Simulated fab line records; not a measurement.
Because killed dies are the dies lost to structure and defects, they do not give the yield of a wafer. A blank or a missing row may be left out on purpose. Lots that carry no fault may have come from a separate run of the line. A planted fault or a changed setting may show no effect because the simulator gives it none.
Check of tool commonality | flow gf180mcu | 12 lots, 42 wafers sampled

## REASON IT WAS OPENED
Flagged at GF_V2_CD_MEAS_14: reading cd nm, on 2 of 12 lots. Fault-free wafers read 259.8 nm, with a standard deviation of 1.3.
Rule: a lot is flagged in two cases, either no wafer of it has a number, or all its wafers with numbers fall more than 4 standard deviations from that mean. The rest of the lots are taken to be sound.

lot  | measured     | on        | cd nm (nm), wafer by wafer          | flag
L798 | day 21 06:22 | cd sem-01 | 259.7 260.8 259.8                   |
L800 | day 21 12:27 | cd sem-01 | 258.6 257.3 259.0                   |
L802 | day 22 15:31 | cd sem-02 | 268.6 268.7 270.0 268.9 269.0 269.8 | FLAGGED
L804 | day 23 02:23 | cd sem-02 | 267.4 268.7 267.2 267.2 268.4 267.2 | FLAGGED
L812 | day 25 12:37 | cd sem-02 | 259.0 259.8 259.4                   |
L813 | day 25 21:52 | cd sem-01 | 260.7 261.5 260.7                   |
L814 | day 26 06:30 | cd sem-01 | 260.2 260.3 259.3                   |
L815 | day 26 09:38 | cd sem-02 | 261.6 261.5 261.2                   |
L816 | day 26 14:27 | cd sem-01 | 259.4 260.3 259.1                   |
L818 | day 27 09:28 | cd sem-02 | 257.3 259.6 258.4                   |
L819 | day 27 12:13 | cd sem-02 | 259.9 260.6 260.0                   |
L820 | day 27 16:49 | cd sem-01 | 259.3 260.0 260.0                   |
Average over the flagged lots: 268.4 nm; offset from the usual +8.6 nm, equal to +7 standard deviations.

## TOOL THAT RAN EACH LOT
Before the reading, the record contains 2 process steps out of a 602-step route. Cell contents, in order: the tool; ch with the chambers the sampled wafers went through; the start.
lot  | flag    | GF_V1_CVD_23                  | GF_V2_SOFTBAKE_10
L798 |         | cvd w-01 ch 0,1, day 19 03:40 | litho track-02 ch 0, day 20 18:00
L800 |         | cvd w-01 ch 0,1, day 19 09:44 | litho track-02 ch 0, day 21 00:00
L802 | FLAGGED | cvd w-02 ch 0,1, day 20 14:29 | litho track-02 ch 0, day 22 03:00
L804 | FLAGGED | cvd w-01 ch 0,1, day 21 01:36 | litho track-02 ch 0, day 22 15:00
L812 |         | cvd w-02 ch 0,1, day 23 14:55 | litho track-03 ch 0, day 25 01:00
L813 |         | cvd w-01 ch 0,1, day 24 00:26 | litho track-03 ch 0, day 25 11:00
L814 |         | cvd w-02 ch 0,1, day 24 10:20 | litho track-02 ch 0, day 25 20:00
L815 |         | cvd w-02 ch 0,1, day 24 13:40 | litho track-02 ch 0, day 25 23:00
L816 |         | cvd w-01 ch 0,1, day 24 19:08 | litho track-02 ch 0, day 26 04:00
L818 |         | cvd w-02 ch 0,1, day 25 14:32 | litho track-04 ch 0, day 26 23:00
L819 |         | cvd w-02 ch 0,1, day 25 17:41 | litho track-03 ch 0, day 27 01:00
L820 |         | cvd w-02 ch 0,1, day 25 21:34 | litho track-04 ch 0, day 27 06:00
What is done by these steps:
- GF_V1_CVD_23: deposits W, target thk 350 nm, time 105.05 s.
- GF_V2_SOFTBAKE_10: time 60 s.
- GF_V2_CD_MEAS_14: target cd 260 nm.

## FLAGGED AGAINST TOTAL, ONE TOOL AT A TIME (gauges that did the reading follow at the end)
step              | tool           | lots run | flagged | share of the flagged lots | sound lots run after its first flagged lot
GF_V1_CVD_23      | cvd w-01       | 5        | 1       | some                      | 2 (L813,L816)
GF_V1_CVD_23      | cvd w-02       | 7        | 1       | some                      | 6 (L812,L814,L815,L818,L819,L820)
GF_V2_SOFTBAKE_10 | litho track-02 | 7        | 2       | all                       | 3 (L814,L815,L816)
GF_V2_SOFTBAKE_10 | litho track-03 | 3        | 0       | none                      | -
GF_V2_SOFTBAKE_10 | litho track-04 | 2        | 0       | none                      | -
GF_V2_CD_MEAS_14  | cd sem-01      | 6        | 0       | none                      | -
GF_V2_CD_MEAS_14  | cd sem-02      | 6        | 2       | all                       | 4 (L812,L815,L818,L819)

## THE TABLE: WHAT IT ALLOWS
Every flagged lot went through 2 rows of the table: litho track-02 at GF_V2_SOFTBAKE_10 and cd sem-02 at GF_V2_CD_MEAS_14.
- litho track-02 at GF_V2_SOFTBAKE_10: 2 of its 7 lots flagged. Lots that were sound ran on it after the first flagged one (L814, L815, L816); a persistent fault on the entire tool would not allow that. Its own readings lie more than 4 standard deviations out on every wafer of the flagged lots: heater power total W, plate temp C.
- cd sem-02 at GF_V2_CD_MEAS_14: 2 of its 6 lots flagged. Lots that were sound ran on it after the first flagged one (L812, L815, L818, L819); a persistent fault on the entire tool would not allow that.
There is no row in the table that ran each flagged lot and no sound lot after the first.

## WHAT WAS PUT IN BY THE SIMULATOR
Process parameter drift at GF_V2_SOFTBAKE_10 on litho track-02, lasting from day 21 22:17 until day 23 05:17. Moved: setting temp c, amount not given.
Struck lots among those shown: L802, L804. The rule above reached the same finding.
